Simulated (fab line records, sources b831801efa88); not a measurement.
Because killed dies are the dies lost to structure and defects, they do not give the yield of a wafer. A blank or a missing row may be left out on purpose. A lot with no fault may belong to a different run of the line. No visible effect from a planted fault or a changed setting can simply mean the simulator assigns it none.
fab line records	flow sky130
record lots=6	wafers=18	lastDay=50
route steps=708 shown FIELD_ISO@1 PAD_OPEN@708
lots with no fault: from the same line, run without faults
startH: the number of hours between the record's first day and the start of the first shown wafer of the lot	waitH: time in hours since the lot's previous step	" repeats the value in the row above	L1.1+2: one row covering several wafers at once	- either no value or no given start	* or withheld: withheld	< > ~ a bound
route shown NAME@n: names a module that has steps shown in the file, with the first one's number in the route	usual: mean/standard deviation taken from wafers without a fault	same: alike in all rows	chamber/n: place in a boat	sites: the reading at each site	_std_site: the values' standard deviation	_edge_site: inner sites' mean taken away from outer sites' mean	radiusMm: how far each site lies from the wafer's centre	mask NAME#n: copy n	behind: the last tool/chamber to shape the wafer	hold: the reason the lot was held/the length of the hold in hours/how it ended	device: which transistor (n, p or np) failed to switch	end of line: the same wafers' tests at the end of the route	a step given without rows: its recipe and nothing more	killed: dies that structure and defects cost at the first sort, which is not the same as the wafer's yield	map: per-die view of a wafer (x killed, . not killed, _ where there is no die)
set.NAME: the run value of the setting; set.NAME@STEP: its run value at that earlier step	model.NAME: the simulator's own value behind a step, which no gauge read
certain route steps with their lots: each step a table, each wafer a row
services: the hour from which a tool's chamber was out of use, counted from the record's first day as startH (under 0 if before that day), plus the number of hours and why
## steps
# step SKY_FIELD_ISO_BOW_MEAS_00
# recipe mode=bow
# usual INCOMING_BOW=-1/6.4
lot.wafer	tool	chamber	startH	waitH	INCOMING_BOW[um]
L958.2	filmMetro-02	-	20.02	-	-14
L958.3	"	-	"	"	8
L958.5	"	-	"	"	0
L961.1	filmMetro-03	-	35.00	-	-2
L961.2	"	-	"	"	5
L961.3	"	-	"	"	-12
L962.1	filmMetro-04	-	40.00	-	4
L962.2	"	-	"	"	-6
L962.4	"	-	"	"	0
L963.1	filmMetro-04	-	45.00	-	7
L963.2	"	-	"	"	20
L963.5	"	-	"	"	8
L969.3	filmMetro-02	-	75.04	-	3
L969.4	"	-	"	"	3
L969.6	"	-	"	"	-1
L976.4	filmMetro-04	-	110.06	-	-8
L976.5	"	-	"	"	-8
L976.6	"	-	"	"	2
# step SKY_FIELD_ISO_OXIDATION_01
# recipe tempC=900	ambient=O2	stabiliseS=600	purgeS=300	targetThkA=120	oxTimeS=1843
# usual oxTempC=900.1/0.35	oxTimeS=1843/0	zonePowerLowerPct=16.6/0.83	zonePowerTopPct=33/3.2
lot.wafer	tool	chamber	startH	waitH	oxTempC	oxTimeS	zonePowerLowerPct	zonePowerTopPct	model.SiO2_of_FIELD_ISO_OXIDATION_01.thkNm
L958.2	furnace-02	0	21.60	1.6	899.8	1843	15.7	30	11.82
L958.3	"	0	"	"	900.4	1843	15.9	30	12.24
L958.5	"	0	"	"	901.1	1843	15.9	30	12
L961.1	furnace-02	0	35.12	0.1	900.5	2211.6	15.9	30	13.53
L961.2	"	0	"	"	899.9	2211.6	15.7	31	13.34
L961.3	"	0	"	"	900.1	2211.6	15.9	31	13.51
L962.1	furnace-01	0	40.12	0.1	900.4	1843	17.1	36	12.26
L962.2	"	0	"	"	900.4	1843	17.6	37	12.31
L962.4	"	0	"	"	900.1	1843	17.5	37	12.29
L963.1	furnace-01	0	45.12	0.1	900.9	1843	17.2	36	12.13
L963.2	"	0	"	"	900.1	1843	17.7	36	12.32
L963.5	"	0	"	"	900.1	1843	17.4	37	12.49
L969.3	furnace-02	0	75.68	0.6	900.4	2211.6	16.2	30	13.58
L969.4	"	0	"	"	900.5	2211.6	15.7	30	13.36
L969.6	"	0	"	"	900.7	2211.6	15.4	30	13.49
L976.4	furnace-01	0	110.54	0.5	900.1	1843	17.5	36	12.44
L976.5	"	0	"	"	900.6	1843	17.8	36	12.32
L976.6	"	0	"	"	900.4	1843	17.4	36	12.25
# step SKY_FIELD_ISO_THK_MEAS_02
# recipe reads=SiO2_of_FIELD_ISO_OXIDATION_01
# usual FIELD_ISO_OXIDATION_00_THK=12.16/0.24
lot.wafer	tool	chamber	startH	waitH	hold	FIELD_ISO_OXIDATION_00_THK[nm]
L958.2	filmMetro-04	-	23.12	0.0	-	11.86
L958.3	"	-	"	"	-	12.21
L958.5	"	-	"	"	-	11.97
L961.1	filmMetro-03	-	36.63	0.0	awaitDispo/0.2h/release	13.56
L961.2	"	-	"	"	awaitDispo/0.2h/release	13.31
L961.3	"	-	"	"	awaitDispo/0.2h/release	13.50
L961.1	filmMetro-03	-	36.86	0.2	-	13.53
L961.2	"	-	"	"	-	13.38
L961.3	"	-	"	"	-	13.52
L962.1	filmMetro-03	-	41.63	0.0	-	12.26
L962.2	"	-	"	"	-	12.34
L962.4	"	-	"	"	-	12.28
L963.1	filmMetro-02	-	46.63	0.0	-	12.11
L963.2	"	-	"	"	-	12.36
L963.5	"	-	"	"	-	12.47
L969.3	filmMetro-04	-	77.22	0.0	awaitDispo/0.2h/release	13.59
L969.4	"	-	"	"	awaitDispo/0.2h/release	13.34
L969.6	"	-	"	"	awaitDispo/0.2h/release	13.45
L969.3	filmMetro-04	-	77.44	0.2	-	13.56
L969.4	"	-	"	"	-	13.37
L969.6	"	-	"	"	-	13.47
L976.4	filmMetro-02	-	112.08	0.0	-	12.47
L976.5	"	-	"	"	-	12.33
L976.6	"	-	"	"	-	12.23
# step SKY_FIELD_ISO_THK_MEAS_04
# recipe reads=Si3N4_of_FIELD_ISO_CVD_03
# usual FIELD_ISO_CVD_03_THK=165.3/1.7
lot.wafer	tool	chamber	startH	waitH	FIELD_ISO_CVD_03_THK[nm]
L958.2	filmMetro-04	-	24.97	0.0	165.3
L958.3	"	-	"	"	162.3
L958.5	"	-	"	"	163.6
L962.1	filmMetro-04	-	43.48	0.0	164.2
L962.2	"	-	"	"	165.5
L962.4	"	-	"	"	164.8
L961.1	filmMetro-04	-	43.54	0.1	165.9
L961.2	"	-	"	"	165.7
L961.3	"	-	"	"	164.6
L963.1	filmMetro-03	-	48.48	0.0	164.9
L963.2	"	-	"	"	165.9
L963.5	"	-	"	"	165.3
L969.3	filmMetro-04	-	84.35	0.0	166.8
L969.4	"	-	"	"	167.4
L969.6	"	-	"	"	167.0
L976.4	filmMetro-04	-	114.65	0.0	164.2
L976.5	"	-	"	"	164.4
L976.6	"	-	"	"	163.6
# step SKY_FIELD_ISO_DEHYDRATE_05
# recipe tempC=200	timeS=60
# step SKY_FIELD_ISO_HMDS_06
# recipe primeTimeS=60	primeTempC=120
# step SKY_FIELD_ISO_COAT_07
# recipe resist=BARC	tempC=withheld	timeS=withheld	spinRpm=3000	resistThkNm=60
# step SKY_FIELD_ISO_COAT_08
# recipe resist=KrF-thick	spinRpm=3000	resistThkNm=445.8
# step SKY_FIELD_ISO_SOFTBAKE_09
# recipe tempC=100	timeS=90	resist=KrF-thick
# step SKY_FIELD_ISO_EXPOSE_10
# recipe maskId=FOM	na=0.68	sourceShape=annular	sigmaInner=0.4	sigmaOuter=0.8	targetCdNm=150	doseMj=28
# step SKY_FIELD_ISO_PEB_11
# recipe pebTempC=withheld	pebTimeS=withheld	resist=KrF-thick
# step SKY_FIELD_ISO_DEVELOP_12
# recipe developTimeS=60	resist=KrF-thick	devTempC=21
# step SKY_FIELD_ISO_CD_MEAS_13
# recipe targetCdNm=150
# usual cdNm=149.8/1.8
lot.wafer	tool	chamber	startH	waitH	cdNm
L958.2	cdSem-02	-	40.59	-	148.9
L958.3	"	-	"	"	148.3
L958.5	"	-	"	"	148.6
L961.1	cdSem-01	-	55.42	-	147.9
L961.2	"	-	"	"	149.9
L961.3	"	-	"	"	149.8
L962.1	cdSem-02	-	60.27	-	148.4
L962.2	"	-	"	"	148.8
L962.4	"	-	"	"	148.1
L963.1	cdSem-01	-	65.22	-	150.2
L963.2	"	-	"	"	150.0
L963.5	"	-	"	"	150.9
L969.3	cdSem-01	-	97.39	-	153.5
L969.4	"	-	"	"	153.6
L969.6	"	-	"	"	152.1
L976.4	cdSem-01	-	134.33	-	151.5
L976.5	"	-	"	"	150.4
L976.6	"	-	"	"	151.5
# step SKY_FIELD_ISO_ETCH_14
# recipe chemistry=N2/H2	target=BARC	ionEnergyEv=200	sourceW=500	biasW=100	pressureMtorr=30	n2FlowSccm=100	h2FlowSccm=200	stopOn=SiO2	timeS=45.9	targetDepthA=600
# usual drypumpMotorCurrentA=5.7/0.53	oesProductAu=0.854/0.0048	throttleValvePct=13.224/0.0086
lot.wafer	tool	chamber	startH	waitH	drypumpMotorCurrentA	oesProductAu	rfHoursCounterH	throttleValvePct
L958.2	rieDiel-04	0	40.69	0.1	6.2	0.852	112	13.234
L958.3	"	2	"	"	4.9	0.856	173	13.212
L958.5	"	1	"	"	5.9	0.865	-	13.216
L961.1	rieDiel-03	1	55.54	0.1	5.8	0.859	9	13.225
L961.2	"	3	"	"	5.4	0.853	150	13.226
L961.3	"	0	"	"	5.2	0.843	0	13.215
L962.1	rieDiel-03	0	60.39	0.1	5.2	0.856	0	13.228
L962.2	"	2	"	"	6.1	0.855	10	13.238
L962.4	"	1	"	"	5.8	0.861	9	13.201
L963.1	rieDiel-04	1	65.34	0.1	5.9	0.852	3	13.226
L963.2	"	3	"	"	6.3	0.857	66	13.211
L963.5	"	1	"	"	5.9	0.854	-	13.234
L969.3	rieDiel-01	3	97.47	0.1	5.2	0.858	145	13.231
L969.4	"	2	"	"	4.8	0.852	41	13.216
L969.6	"	2	"	"	4.8	0.858	-	13.230
L976.4	rieDiel-03	0	134.39	0.0	5.2	0.853	2	13.217
L976.5	"	2	"	"	6.1	0.849	-	13.224
L976.6	"	1	"	"	5.8	0.858	-	13.229
# step SKY_FIELD_ISO_ETCH_15
# recipe chemistry=CHF3/O2	targetDepthNm=180	stopOn=Si	sourceW=600	biasW=200	pressureMtorr=40	chf3FlowSccm=50	O2_flow_sccm=5	timeS=72
# usual drypumpMotorCurrentA=5.7/0.53	oesProductAu=0.947/0.0075	throttleValvePct=8.843/0.0099
lot.wafer	tool	chamber	startH	waitH	drypumpMotorCurrentA	oesProductAu	rfHoursCounterH	throttleValvePct
L958.2	rieDiel-04	0	40.73	0.0	6.2	0.936	112	8.845
L958.3	"	2	"	"	4.9	0.939	173	8.849
L958.5	"	1	"	"	5.9	0.946	-	8.845
L961.1	rieDiel-03	1	55.58	0.0	5.8	0.945	9	8.845
L961.2	"	3	"	"	5.4	0.946	150	8.843
L961.3	"	0	"	"	5.2	0.947	0	8.847
L962.1	rieDiel-03	0	60.43	0.0	5.2	0.944	0	8.850
L962.2	"	2	"	"	6.1	0.940	10	8.839
L962.4	"	1	"	"	5.8	0.942	9	8.852
L963.1	rieDiel-04	1	65.40	0.0	5.9	0.946	3	8.839
L963.2	"	3	"	"	6.3	0.953	66	8.852
L963.5	"	1	"	"	5.8	0.951	-	8.844
L969.3	rieDiel-01	3	97.51	0.0	5.3	0.954	145	8.840
L969.4	"	2	"	"	4.8	0.955	41	8.862
L969.6	"	2	"	"	4.8	0.950	-	8.843
L976.4	rieDiel-03	0	134.43	0.0	5.2	0.942	2	8.839
L976.5	"	2	"	"	6.1	0.934	-	8.852
L976.6	"	1	"	"	5.8	0.941	-	8.839
# step SKY_FIELD_ISO_STRIP_16
# recipe chemistry=O2/N2	powerW=1400	pressureMtorr=1500	platenTempC=withheld	o2FlowSccm=3000	n2FlowSccm=300	overashFraction=0.5
# usual drypumpMotorCurrentA=5.6/0.38	oesProductAu=0.375/0.0043	stripTimeToEndpointS=3.485/0.028
lot.wafer	tool	chamber	startH	waitH	drypumpMotorCurrentA	oesProductAu	rfHoursCounterH	stripTimeToEndpointS
L958.2	plasmaAsher-04	1	40.79	0.0	6.3	0.382	34	3.490
L958.3	"	1	"	"	6.3	0.367	-	3.440
L958.5	"	1	"	"	6.3	0.370	-	3.503
L961.1	plasmaAsher-03	0	55.64	0.0	5.3	0.373	32	3.488
L961.2	"	1	"	"	5.2	0.378	32	3.514
L961.3	"	0	"	"	5.3	0.375	-	3.509
L962.1	plasmaAsher-03	1	60.49	0.0	5.2	0.372	32	3.429
L962.2	"	0	"	"	5.3	0.378	32	3.486
L962.4	"	0	"	"	5.3	0.373	-	3.465
L963.1	plasmaAsher-03	0	65.49	0.1	5.3	0.372	33	3.510
L963.2	"	1	"	"	5.2	0.374	33	3.483
L963.5	"	0	"	"	5.3	0.376	-	3.493
L969.3	plasmaAsher-04	0	97.60	0.1	5.6	0.374	-	3.518
L969.4	"	1	"	"	6.3	0.367	-	3.515
L969.6	"	1	"	"	6.3	0.384	-	3.546
L976.4	plasmaAsher-02	0	134.52	0.1	5.6	0.379	-	3.462
L976.5	"	1	"	"	6.1	0.374	-	3.490
L976.6	"	0	"	"	5.6	0.379	-	3.458
# step SKY_FIELD_ISO_ETCH_17
# recipe targetDepthA=3420	maskMaterial=Si3N4	chemistry=HBr/Cl2/O2	target=Si	taperDeg=5	icpW=600	biasW=150	pressureMtorr=15	HBr_flow_sccm=150	Cl2_flow_sccm=40	O2_flow_sccm=6	timeS=101
# usual HBr_flow_sccm=150.0/0.43	drypumpMotorCurrentA=5.9/0.45	oesProductAu=0.996/0.0086	throttleValvePct=25.659/0.012
lot.wafer	tool	chamber	startH	waitH	HBr_flow_sccm	drypumpMotorCurrentA	oesProductAu	rfHoursCounterH	throttleValvePct
L958.2	rieSi-02	3	40.89	0.1	150.3	5.4	0.984	39	25.649
L958.3	"	0	"	"	150.1	6.0	1.005	67	25.661
L958.5	"	2	"	"	150.4	6.2	0.983	-	25.657
L961.1	rieSi-02	3	55.74	0.1	149.9	5.4	0.985	39	25.651
L961.2	"	1	"	"	149.9	5.0	1.004	122	25.662
L961.3	"	0	"	"	150.3	6.0	0.998	67	25.666
L962.1	rieSi-01	3	60.59	0.1	150.2	5.8	0.996	154	25.667
L962.2	"	0	"	"	150.0	6.1	1.005	137	25.682
L962.4	"	1	"	"	149.4	5.9	0.984	1	25.650
L963.1	rieSi-01	0	65.59	0.1	149.5	6.2	0.998	137	25.668
L963.2	"	2	"	"	149.5	6.5	0.993	0	25.671
L963.5	"	1	"	"	150.3	5.9	0.985	-	25.686
L969.3	rieSi-02	1	97.67	0.0	149.9	5.0	1.006	122	25.653
L969.4	"	2	"	"	149.5	6.2	0.995	6	25.649
L969.6	"	3	"	"	150.4	5.4	0.983	-	25.668
L976.4	rieSi-01	3	134.62	0.1	150.5	5.7	1.003	-	25.659
L976.5	"	2	"	"	151.1	6.6	1.015	-	25.653
L976.6	"	1	"	"	150.2	5.9	1.001	-	25.653
# step SKY_FIELD_ISO_WET_ETCH_18
# recipe chemistry=H3PO4	targetDepthNm=25	tempC=160	target=Si3N4	timeS=286
# step SKY_FIELD_ISO_CLEAN_19
# recipe chemistry=SC1/SC2	mix=1:4:20	tempC=70	timeS=150
# step SKY_FIELD_ISO_CLEAN_20
# recipe chemistry=dHF	timeS=20	dilution=100:1
# step SKY_FIELD_ISO_WET_ETCH_21
# recipe chemistry=dHF	dilution=100:1	targetDepthNm=20	dry=ipaMarangoni	target=SiO2	tempC=25	timeS=400
# step SKY_FIELD_ISO_OXIDATION_22
# recipe tempC=950	ambient=O2	stabiliseS=600	purgeS=300	targetThkA=100	oxTimeS=623
# step SKY_FIELD_ISO_THK_MEAS_23
# recipe reads=SiO2_of_FIELD_ISO_OXIDATION_22
# usual FIELD_ISO_OXIDATION_01_THK=10.13/0.18
lot.wafer	tool	chamber	startH	waitH	FIELD_ISO_OXIDATION_01_THK[nm]
L958.2	filmMetro-04	-	42.97	0.0	10.10
L958.3	"	-	"	"	10.02
L958.5	"	-	"	"	10.07
L961.1	filmMetro-03	-	60.01	0.0	10.30
L961.2	"	-	"	"	10.22
L961.3	"	-	"	"	10.15
L962.1	filmMetro-02	-	63.75	0.0	10.01
L962.2	"	-	"	"	10.22
L962.4	"	-	"	"	10.05
L963.1	filmMetro-03	-	67.10	0.0	10.05
L963.2	"	-	"	"	10.09
L963.5	"	-	"	"	10.10
L969.3	filmMetro-02	-	99.90	0.0	10.18
L969.4	"	-	"	"	10.21
L969.6	"	-	"	"	10.27
L976.4	filmMetro-04	-	137.51	0.0	9.88
L976.5	"	-	"	"	10.24
L976.6	"	-	"	"	10.00
# step SKY_FIELD_ISO_CVD_24
# recipe material=SiO2	targetThkNm=595	tempC=650	sigmaOpenFrac=0.3	timeS=99.2	sih4FlowSccm=60	pressureMtorr=6
# step SKY_FIELD_ISO_THK_MEAS_25
# recipe reads=SiO2_of_FIELD_ISO_CVD_24
# usual FIELD_ISO_CVD_24_THK=594/6.3
lot.wafer	tool	chamber	startH	waitH	FIELD_ISO_CVD_24_THK[nm]
L958.2	filmMetro-04	-	43.11	0.0	598
L958.3	"	-	"	"	589
L958.5	"	-	"	"	592
L961.1	filmMetro-03	-	60.15	0.0	595
L961.2	"	-	"	"	590
L961.3	"	-	"	"	593
L962.1	filmMetro-03	-	63.88	0.0	599
L962.2	"	-	"	"	606
L962.4	"	-	"	"	608
L963.1	filmMetro-02	-	67.23	0.0	593
L963.2	"	-	"	"	587
L963.5	"	-	"	"	594
L969.3	filmMetro-02	-	100.03	0.1	598
L969.4	"	-	"	"	596
L969.6	"	-	"	"	588
L976.4	filmMetro-02	-	137.64	0.0	588
L976.5	"	-	"	"	583
L976.6	"	-	"	"	584
# step SKY_FIELD_ISO_ANNEAL_26
# recipe tempC=1000	timeS=1800	ambient=N2
# step SKY_FIELD_ISO_CMP_27
# recipe stopOn=Si3N4	tOverpolishS=16	downForcePsi=4	platenRpm=60	targetThkNm=457.8	padVelocityMS=0.94248
# usual motorCurrentA=12.4/1.5	slurryFilterDpKPa=13.51/0.15
lot.wafer	tool	chamber	startH	waitH	motorCurrentA	slurryFilterDpKPa
L958.3	cmp-02	1	44.66	0.0	12.8	13.67
L958.2	"	3	"	"	15.3	13.52
L958.5	"	2	"	"	12.3	13.21
L961.2	cmp-01	0	62.96	0.1	12.0	13.64
L961.1	"	1	"	"	12.1	13.55
L961.3	"	2	"	"	11.9	13.42
L962.1	cmp-01	1	65.66	0.0	12.0	13.45
L962.4	"	2	"	"	12.7	13.37
L962.2	"	0	"	"	11.5	13.31
L963.2	cmp-02	2	70.92	0.1	12.0	13.52
L963.1	"	0	"	"	9.4	13.51
L963.5	"	1	"	"	12.8	13.46
L969.3	cmp-01	3	101.57	0.0	12.7	13.36
L969.4	"	0	"	"	11.4	13.71
L969.6	"	0	"	"	11.1	13.31
L976.4	cmp-01	0	139.27	0.1	12.0	13.37
L976.6	"	2	"	"	12.2	13.30
L976.5	"	3	"	"	13.1	13.71
# step SKY_FIELD_ISO_WET_ETCH_28
# recipe chemistry=dHF	targetDepthNm=23.7	target=SiO2	dilution=10:1	tempC=25	timeS=47
# step SKY_FIELD_ISO_WET_ETCH_29
# recipe chemistry=H3PO4	targetDepthNm=160	target=Si3N4	tempC=160	timeS=1825
# usual bathHeatDutyPct=27.1/2.9
lot.wafer	tool	chamber	startH	waitH	bathHeatDutyPct	model.SiO2_of_FIELD_ISO_OXIDATION_01.thkNm
L958.2	wetBench-02	1	44.98	0.0	31.9	11.5
L958.3	"	1	"	"	31.8	11.92
L958.5	"	1	"	"	30.9	11.68
L961.1	wetBench-03	3	63.23	0.0	26.8	13.21
L961.2	"	3	"	"	27.5	13.03
L961.3	"	3	"	"	28.6	13.19
L962.1	wetBench-03	0	65.98	0.0	21.9	11.95
L962.2	"	0	"	"	23.9	12
L962.4	"	0	"	"	22.7	11.98
L963.1	wetBench-01	1	71.19	0.0	25.7	11.8
L963.2	"	1	"	"	25.6	12
L963.5	"	1	"	"	27.2	12.16
L969.3	wetBench-02	3	101.89	0.0	28.9	13.26
L969.4	"	3	"	"	28.1	13.03
L969.6	"	3	"	"	27.8	13.16
L976.4	wetBench-02	1	139.49	0.0	31.9	12.12
L976.5	"	1	"	"	29.9	12
L976.6	"	1	"	"	31.1	11.93
# step SKY_FIELD_ISO_WET_ETCH_30
# recipe chemistry=dHF	targetDepthNm=25	target=SiO2	dilution=10:1	tempC=25	timeS=50
# step SKY_PAD_OPEN_PROBE_99
# usual killed_at_M0_to_M3=43/7.3	killed_at_M4_up=3.4/2.1	killedAtContacts=24/5.9	killedAtFrontEnd=14/4	killedAtOther=0.3/0.54	killedDies=85/10	killedOpen=46/7.7	killedShort=38/6
# same grossDies=492	killedAtBackSide=0
lot.wafer	tool	chamber	startH	waitH	killed_at_M0_to_M3	killed_at_M4_up	killedAtContacts	killedAtFrontEnd	killedAtOther	killedDies	killedOpen	killedShort
L962.1	prober-02	-	1130.02	0.1	58	2	22	21	1	104	59	45
L962.2	prober-02	-	1130.07	0.1	57	2	31	8	0	98	56	42
L962.4	prober-02	-	1130.17	0.2	42	2	24	8	0	76	46	30
L963.1	prober-01	-	1144.32	0.1	35	1	11	13	0	60	24	36
L963.2	prober-01	-	1144.37	0.1	41	1	13	14	0	69	36	33
L963.5	prober-01	-	1144.52	0.2	45	3	23	16	1	88	52	36
L969.3	prober-01	-	1171.69	0.2	30	5	25	16	0	76	41	35
L969.4	prober-01	-	1171.74	0.2	43	7	18	10	0	78	42	36
L969.6	prober-01	-	1171.84	0.2	41	3	23	11	0	78	44	34
# killed by level:class
L962.1 VIA1:geometricParticle:open=14 VIA1:geometricParticle:short=9 LI_CONTACT:geometricParticle:open=8 CONTACT:geometricParticle:open=7 FIELD_ISO:geometricParticle:open=6 METAL1:geometricParticle:short=6 VIA3:geometricParticle:open=6 FIELD_ISO:geometricParticle:short=5
L962.2 CONTACT:geometricParticle:open=11 VIA1:geometricParticle:open=11 VIA2:geometricParticle:open=11 LI_CONTACT:geometricParticle:open=8 VIA1:geometricParticle:short=7 METAL1:geometricParticle:short=7 CONTACT:geometricParticle:short=6 METAL2:geometricParticle:short=6
L962.4 CONTACT:geometricParticle:open=11 VIA1:geometricParticle:open=9 METAL1:geometricParticle:short=6 LI_CONTACT:geometricParticle:open=5 VIA1:geometricParticle:short=5 VIA2:geometricParticle:open=5 METAL2:geometricParticle:short=4 VIA3:geometricParticle:open=4
L963.1 POLY_GATE:geometricParticle:short=6 VIA3:geometricParticle:open=6 METAL2:geometricParticle:short=6 VIA2:geometricParticle:open=5 CONTACT:geometricParticle:open=4 METAL1:geometricParticle:short=4 LI_CONTACT:geometricParticle:short=3 VIA1:geometricParticle:open=3
L963.2 POLY_GATE:geometricParticle:open=7 VIA1:geometricParticle:open=7 VIA2:geometricParticle:open=6 VIA1:geometricParticle:short=6 METAL2:geometricParticle:short=6 CONTACT:geometricParticle:short=4 VIA2:geometricParticle:short=4 VIA3:geometricParticle:open=4
L963.5 LI_CONTACT:geometricParticle:open=9 VIA1:geometricParticle:open=9 POLY_GATE:geometricParticle:open=7 CONTACT:geometricParticle:open=7 METAL1:geometricParticle:short=6 VIA2:geometricParticle:open=6 VIA1:geometricParticle:short=5 CONTACT:geometricParticle:short=4
L969.3 CONTACT:geometricParticle:open=10 VIA1:geometricParticle:open=7 LI_CONTACT:geometricParticle:open=6 METAL2:geometricParticle:short=5 VIA3:geometricParticle:open=5 POLY_GATE:geometricParticle:short=4 VIA2:geometricParticle:short=4 METAL4:geometricParticle:short=4
L969.4 VIA1:geometricParticle:open=12 CONTACT:geometricParticle:open=10 METAL2:geometricParticle:short=10 VIA2:geometricParticle:open=6 METAL4:geometricParticle:short=5 METAL1:geometricParticle:short=4 CONTACT:geometricParticle:short=4 VIA3:geometricParticle:open=4
L969.6 VIA1:geometricParticle:open=13 CONTACT:geometricParticle:open=10 VIA2:geometricParticle:open=6 FIELD_ISO:geometricParticle:short=5 METAL1:geometricParticle:short=5 VIA3:geometricParticle:open=5 LI_CONTACT:geometricParticle:open=4 LOCAL_INTERCONNECT:geometricParticle:short=4
## services
tool	chamber	startH	hours	kind
cmp-01	-	3.61	1.1	repair
rieSi-02	1	5.82	5.5	repair
cmp-02	-	13.45	9.1	pm
furnace-01	-	16.63	4.7	pm
rieSi-02	-	20.18	0.3	repair
rieSi-02	-	22.86	14.6	pm
rieDiel-03	-	39.50	0.7	repair
plasmaAsher-03	-	43.39	1.1	repair
furnace-02	-	51.59	7.2	pm
rieDiel-01	2	52.04	8.0	repair
rieDiel-04	0	61.51	17.6	repair
cmp-02	-	64.00	4.0	pm
plasmaAsher-04	-	65.12	2.8	pm
furnace-02	-	68.45	3.3	pm
rieDiel-01	1	88.43	3.8	repair
rieSi-01	0	97.13	9.7	repair
cmp-01	-	97.74	0.3	repair
rieDiel-03	2	100.54	10.5	repair
plasmaAsher-03	-	108.75	9.0	pm
rieDiel-01	-	112.99	2.8	pm
rieDiel-04	2	116.11	15.8	repair
plasmaAsher-02	-	123.05	1.7	repair
rieSi-02	3	123.11	14.1	repair
rieDiel-03	0	129.60	4.4	repair
## key
firstSign step=SKY_FIELD_ISO_OXIDATION_01	reading=oxTimeS	direction=up	sigmas=99+	usual=*	struck=*
effect step=SKY_FIELD_ISO_THK_MEAS_02	reading=visit	direction=added
effect step=SKY_FIELD_ISO_THK_MEAS_02	reading=FIELD_ISO_OXIDATION_00_THK	direction=up	sigmas=5.4	usual=12.16	struck=13.46
modelEffect step=SKY_FIELD_ISO_OXIDATION_01	value=SiO2_of_FIELD_ISO_OXIDATION_01.thkNm	without=11.87	struck=13.47
modelEffect step=SKY_FIELD_ISO_WET_ETCH_29	value=SiO2_of_FIELD_ISO_OXIDATION_01.thkNm	without=11.55	struck=13.15
metAt SKY_FIELD_ISO_OXIDATION_01
struckWafers L961.1,L961.2,L961.3,L969.3,L969.4,L969.6
testerLeftOut L961,L969
onsetBetween 21.60 35.12
fault kind=processParameterDrift	tool=furnace-02	chamber=-	onsetH=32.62	steps=SKY_FIELD_ISO_OXIDATION_01	channel=oxTimeS	offset=*	shape=step	endH=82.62	actsIn=*	stated=*
# testerLeftOut: of these lots the tester's yield and bins aren't shown, on N5 and GAA mostly nor the transistor test; their killed dies are dies lost to structure and defects alone, not to doping, threshold or leakage, so they don't give the yield
